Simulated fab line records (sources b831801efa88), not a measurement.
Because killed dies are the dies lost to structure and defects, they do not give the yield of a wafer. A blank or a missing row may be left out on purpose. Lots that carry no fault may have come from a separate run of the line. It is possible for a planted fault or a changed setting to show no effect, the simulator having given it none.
Which tool was responsible? || flow sky130 || 72 wafers from 24 lots sampled at 3 of the route's 708 steps

WHAT THE GAUGES SHOWED, per wafer
SKY_CAPM_THK_MEAS_04: measures by xrf.
{"lot": "L074", "measured": "day 35 23:44", "on": "film_metro-04", "CAPM_TIN_THK (nm)": "198.3 196.5 200.2"}
{"lot": "L075", "measured": "day 36 10:08", "on": "film_metro-04", "CAPM_TIN_THK (nm)": "201.7 200.6 200.8"}
{"lot": "L078", "measured": "day 38 04:32", "on": "film_metro-04", "CAPM_TIN_THK (nm)": "203.5 199.6 205.1"}
{"lot": "L076", "measured": "day 38 05:14", "on": "film_metro-04", "CAPM_TIN_THK (nm)": "196.4 194.2 198.6"}
{"lot": "L077", "measured": "day 38 06:08", "on": "film_metro-04", "CAPM_TIN_THK (nm)": "198.9 203.1 198.3"}
{"lot": "L080", "measured": "day 38 13:50", "on": "film_metro-02", "CAPM_TIN_THK (nm)": "199.5 202.7 199.2"}
{"lot": "L079", "measured": "day 38 15:28", "on": "film_metro-04", "CAPM_TIN_THK (nm)": "195.6 194.3 197.6"}
{"lot": "L082", "measured": "day 38 21:40", "on": "film_metro-02", "CAPM_TIN_THK (nm)": "200.2 202.0 201.6"}
{"lot": "L081", "measured": "day 39 00:40", "on": "film_metro-01", "CAPM_TIN_THK (nm)": "199.1 196.3 198.3"}
{"lot": "L084", "measured": "day 39 06:04", "on": "film_metro-02", "CAPM_TIN_THK (nm)": "198.6 203.9 201.1"}
{"lot": "L083", "measured": "day 39 10:29", "on": "film_metro-04", "CAPM_TIN_THK (nm)": "197.9 197.6 192.1"}
{"lot": "L085", "measured": "day 39 15:16", "on": "film_metro-04", "CAPM_TIN_THK (nm)": "199.1 194.6 199.1"}
{"lot": "L086", "measured": "day 39 17:43", "on": "film_metro-01", "CAPM_TIN_THK (nm)": "198.3 196.3 199.9"}
{"lot": "L087", "measured": "day 40 05:46", "on": "film_metro-02", "CAPM_TIN_THK (nm)": "193.5 199.2 194.4"}
{"lot": "L088", "measured": "day 40 05:59", "on": "film_metro-04", "CAPM_TIN_THK (nm)": "200.5 202.2 199.8"}
{"lot": "L089", "measured": "day 40 16:38", "on": "film_metro-01", "CAPM_TIN_THK (nm)": "201.2 200.8 198.9"}
{"lot": "L090", "measured": "day 41 02:16", "on": "film_metro-02", "CAPM_TIN_THK (nm)": "204.1 197.8 202.4"}
{"lot": "L091", "measured": "day 41 06:01", "on": "film_metro-02", "CAPM_TIN_THK (nm)": "194.5 198.3 194.4"}
{"lot": "L092", "measured": "day 41 17:36", "on": "film_metro-02", "CAPM_TIN_THK (nm)": "201.1 202.6 200.2"}
{"lot": "L093", "measured": "day 42 01:02", "on": "film_metro-01", "CAPM_TIN_THK (nm)": "199.5 202.9 201.3"}
{"lot": "L094", "measured": "day 42 04:35", "on": "film_metro-02", "CAPM_TIN_THK (nm)": "197.4 197.8 198.9"}
{"lot": "L095", "measured": "day 42 08:16", "on": "film_metro-01", "CAPM_TIN_THK (nm)": "198.4 195.8 192.8"}
{"lot": "L096", "measured": "day 42 20:40", "on": "film_metro-02", "CAPM_TIN_THK (nm)": "198.7 199.8 199.0"}
{"lot": "L097", "measured": "day 42 22:27", "on": "film_metro-01", "CAPM_TIN_THK (nm)": "197.9 198.8 198.2"}

SKY_VIA3_BOW_MEAS_03.
{"lot": "L074", "measured": "day 38 05:50", "on": "film_metro-02", "VIA3_BOW (um)": "67 67 70"}
{"lot": "L075", "measured": "day 38 17:29", "on": "film_metro-04", "VIA3_BOW (um)": "76 74 62"}
{"lot": "L078", "measured": "day 40 07:20", "on": "film_metro-03", "VIA3_BOW (um)": "77 75 90"}
{"lot": "L076", "measured": "day 40 08:15", "on": "film_metro-03", "VIA3_BOW (um)": "90 75 83"}
{"lot": "L077", "measured": "day 40 09:03", "on": "film_metro-02", "VIA3_BOW (um)": "85 73 77"}
{"lot": "L080", "measured": "day 40 16:50", "on": "film_metro-02", "VIA3_BOW (um)": "73 65 69"}
{"lot": "L079", "measured": "day 40 18:46", "on": "film_metro-04", "VIA3_BOW (um)": "89 86 87"}
{"lot": "L082", "measured": "day 41 00:35", "on": "film_metro-04", "VIA3_BOW (um)": "71 70 77"}
{"lot": "L081", "measured": "day 41 03:50", "on": "film_metro-03", "VIA3_BOW (um)": "85 76 79"}
{"lot": "L084", "measured": "day 41 08:54", "on": "film_metro-02", "VIA3_BOW (um)": "81 81 77"}
{"lot": "L083", "measured": "day 41 12:58", "on": "film_metro-04", "VIA3_BOW (um)": "79 64 65"}
{"lot": "L085", "measured": "day 41 18:59", "on": "film_metro-03", "VIA3_BOW (um)": "85 77 77"}
{"lot": "L086", "measured": "day 41 21:08", "on": "film_metro-03", "VIA3_BOW (um)": "83 87 82"}
{"lot": "L087", "measured": "day 42 07:32", "on": "film_metro-03", "VIA3_BOW (um)": "85 78 77"}
{"lot": "L088", "measured": "day 42 09:00", "on": "film_metro-04", "VIA3_BOW (um)": "85 90 86"}
{"lot": "L089", "measured": "day 42 18:46", "on": "film_metro-02", "VIA3_BOW (um)": "93 88 82"}
{"lot": "L090", "measured": "day 43 03:48", "on": "film_metro-02", "VIA3_BOW (um)": "85 74 86"}
{"lot": "L091", "measured": "day 43 06:28", "on": "film_metro-02", "VIA3_BOW (um)": "79 75 75"}
{"lot": "L092", "measured": "day 43 18:06", "on": "film_metro-03", "VIA3_BOW (um)": "93 94 82"}
{"lot": "L093", "measured": "day 44 01:55", "on": "film_metro-04", "VIA3_BOW (um)": "71 74 82"}
{"lot": "L094", "measured": "day 44 03:55", "on": "film_metro-03", "VIA3_BOW (um)": "89 92 80"}
{"lot": "L095", "measured": "day 44 07:26", "on": "film_metro-02", "VIA3_BOW (um)": "78 68 84"}
{"lot": "L096", "measured": "day 44 20:57", "on": "film_metro-02", "VIA3_BOW (um)": "89 93 100"}
{"lot": "L097", "measured": "day 44 22:43", "on": "film_metro-02", "VIA3_BOW (um)": "79 70 84"}

EACH LOT AND THE TOOL THAT RAN IT (in order: tool; ch and the chambers of the sampled wafers; start)
{"lot": "L074", "SKY_METAL3_DESCUM_15": "rie_metal-03 ch 0,1, day 38 04:21"}
{"lot": "L075", "SKY_METAL3_DESCUM_15": "rie_metal-01 ch 0,1, day 38 16:02"}
{"lot": "L078", "SKY_METAL3_DESCUM_15": "rie_metal-01 ch 0,1, day 40 05:51"}
{"lot": "L076", "SKY_METAL3_DESCUM_15": "rie_metal-04 ch 0,1, day 40 06:47"}
{"lot": "L077", "SKY_METAL3_DESCUM_15": "rie_metal-03 ch 0,1, day 40 07:36"}
{"lot": "L080", "SKY_METAL3_DESCUM_15": "rie_metal-04 ch 0,1, day 40 15:23"}
{"lot": "L079", "SKY_METAL3_DESCUM_15": "rie_metal-04 ch 0,1, day 40 17:15"}
{"lot": "L082", "SKY_METAL3_DESCUM_15": "rie_metal-04 ch 0,1, day 40 23:03"}
{"lot": "L081", "SKY_METAL3_DESCUM_15": "rie_metal-03 ch 0,1, day 41 01:47"}
{"lot": "L084", "SKY_METAL3_DESCUM_15": "rie_metal-03 ch 0,1, day 41 07:03"}
{"lot": "L083", "SKY_METAL3_DESCUM_15": "rie_metal-01 ch 0,1, day 41 11:26"}
{"lot": "L085", "SKY_METAL3_DESCUM_15": "rie_metal-01 ch 0,1, day 41 17:31"}
{"lot": "L086", "SKY_METAL3_DESCUM_15": "rie_metal-04 ch 0,1, day 41 19:20"}
{"lot": "L087", "SKY_METAL3_DESCUM_15": "rie_metal-04 ch 1, day 42 06:05"}
{"lot": "L088", "SKY_METAL3_DESCUM_15": "rie_metal-03 ch 0,1, day 42 07:23"}
{"lot": "L089", "SKY_METAL3_DESCUM_15": "rie_metal-01 ch 0,1, day 42 17:05"}
{"lot": "L090", "SKY_METAL3_DESCUM_15": "rie_metal-04 ch 0,1, day 43 01:51"}
{"lot": "L091", "SKY_METAL3_DESCUM_15": "rie_metal-03 ch 0,1, day 43 04:43"}
{"lot": "L092", "SKY_METAL3_DESCUM_15": "rie_metal-03 ch 0,1, day 43 16:35"}
{"lot": "L093", "SKY_METAL3_DESCUM_15": "rie_metal-01 ch 0,1, day 44 00:23"}
{"lot": "L094", "SKY_METAL3_DESCUM_15": "rie_metal-01 ch 1, day 44 02:26"}
{"lot": "L095", "SKY_METAL3_DESCUM_15": "rie_metal-03 ch 0,1, day 44 05:38"}
{"lot": "L096", "SKY_METAL3_DESCUM_15": "rie_metal-04 ch 0,1, day 44 19:10"}
{"lot": "L097", "SKY_METAL3_DESCUM_15": "rie_metal-03 ch 0,1, day 44 20:57"}
- SKY_METAL3_DESCUM_15: chemistry O2, time 8 s.

WHAT THE TOOLS THEMSELVES READ (means of the sampled wafers that have a number; where no wafer has one, the mark that the record gives instead)
SKY_METAL3_DESCUM_15.
{"lot": "L074", "tool": "rie_metal-03", "drypump_motor_current_A (A)": 5.40, "oes_product_au (a.u.)": 0.993, "rf_fwd_power_W (W)": 146.8}
{"lot": "L075", "tool": "rie_metal-01", "drypump_motor_current_A (A)": 5.55, "oes_product_au (a.u.)": 1.010, "rf_fwd_power_W (W)": 147.4}
{"lot": "L078", "tool": "rie_metal-01", "drypump_motor_current_A (A)": 5.28, "oes_product_au (a.u.)": 0.999, "rf_fwd_power_W (W)": 146.9}
{"lot": "L076", "tool": "rie_metal-04", "drypump_motor_current_A (A)": 5.24, "oes_product_au (a.u.)": 1.009, "rf_fwd_power_W (W)": 146.8}
{"lot": "L077", "tool": "rie_metal-03", "drypump_motor_current_A (A)": 5.37, "oes_product_au (a.u.)": 0.991, "rf_fwd_power_W (W)": 146.9}
{"lot": "L080", "tool": "rie_metal-04", "drypump_motor_current_A (A)": 5.43, "oes_product_au (a.u.)": 1.006, "rf_fwd_power_W (W)": 146.5}
{"lot": "L079", "tool": "rie_metal-04", "drypump_motor_current_A (A)": 5.26, "oes_product_au (a.u.)": 1.013, "rf_fwd_power_W (W)": 147.1}
{"lot": "L082", "tool": "rie_metal-04", "drypump_motor_current_A (A)": 5.43, "oes_product_au (a.u.)": 0.998, "rf_fwd_power_W (W)": 146.9}
{"lot": "L081", "tool": "rie_metal-03", "drypump_motor_current_A (A)": 5.38, "oes_product_au (a.u.)": 1.004, "rf_fwd_power_W (W)": 147.1}
{"lot": "L084", "tool": "rie_metal-03", "drypump_motor_current_A (A)": 5.37, "oes_product_au (a.u.)": 0.993, "rf_fwd_power_W (W)": 147.0}
{"lot": "L083", "tool": "rie_metal-01", "drypump_motor_current_A (A)": 5.55, "oes_product_au (a.u.)": 1.011, "rf_fwd_power_W (W)": 147.6}
{"lot": "L085", "tool": "rie_metal-01", "drypump_motor_current_A (A)": 5.29, "oes_product_au (a.u.)": 0.996, "rf_fwd_power_W (W)": 146.6}
{"lot": "L086", "tool": "rie_metal-04", "drypump_motor_current_A (A)": 5.25, "oes_product_au (a.u.)": 1.001, "rf_fwd_power_W (W)": 146.5}
{"lot": "L087", "tool": "rie_metal-04", "drypump_motor_current_A (A)": 5.05, "oes_product_au (a.u.)": 1.000, "rf_fwd_power_W (W)": 146.9}
{"lot": "L088", "tool": "rie_metal-03", "drypump_motor_current_A (A)": 5.44, "oes_product_au (a.u.)": 1.005, "rf_fwd_power_W (W)": 147.1}
{"lot": "L089", "tool": "rie_metal-01", "drypump_motor_current_A (A)": 5.55, "oes_product_au (a.u.)": 1.010, "rf_fwd_power_W (W)": 147.6}
{"lot": "L090", "tool": "rie_metal-04", "drypump_motor_current_A (A)": 5.25, "oes_product_au (a.u.)": 0.999, "rf_fwd_power_W (W)": 147.3}
{"lot": "L091", "tool": "rie_metal-03", "drypump_motor_current_A (A)": 5.36, "oes_product_au (a.u.)": 1.003, "rf_fwd_power_W (W)": 146.8}
{"lot": "L092", "tool": "rie_metal-03", "drypump_motor_current_A (A)": 5.38, "oes_product_au (a.u.)": 0.999, "rf_fwd_power_W (W)": 147.2}
{"lot": "L093", "tool": "rie_metal-01", "drypump_motor_current_A (A)": 5.54, "oes_product_au (a.u.)": 1.013, "rf_fwd_power_W (W)": 148.0}
{"lot": "L094", "tool": "rie_metal-01", "drypump_motor_current_A (A)": 5.84, "oes_product_au (a.u.)": 1.011, "rf_fwd_power_W (W)": 148.5}
{"lot": "L095", "tool": "rie_metal-03", "drypump_motor_current_A (A)": 5.41, "oes_product_au (a.u.)": 1.004, "rf_fwd_power_W (W)": 146.5}
{"lot": "L096", "tool": "rie_metal-04", "drypump_motor_current_A (A)": 5.23, "oes_product_au (a.u.)": 1.004, "rf_fwd_power_W (W)": 146.8}
{"lot": "L097", "tool": "rie_metal-03", "drypump_motor_current_A (A)": 5.44, "oes_product_au (a.u.)": 0.997, "rf_fwd_power_W (W)": 147.2}

THE ANSWER, worked out from the rows above alone
Rule: usual is defined by the lots themselves. Put in order of their means at a reading, lots are off if they are a third of the lots or fewer, leave a main group of 4 or more, and stand apart from it by a gap of 3 or more times the standard deviation of the main group's means; of several such gaps the widest counts. A main group whose means are all the same, to the digits that the tables above print for the reading, isn't used. A lot without any number at a reading at which 4 lots or more have one is off too. The other lots that the step has rows for count as sound. Order of review: gauges by route order, followed by the tools' own readings, for which a lot's mean as printed above is used. The first step at which some lot is off is used, and at that step the reading that is off furthest; a lot without a number counts as furthest.
No lot is off on any of the readings shown, so nothing can be concluded from this.

WHAT HAD BEEN PUT IN BY THE SIMULATOR
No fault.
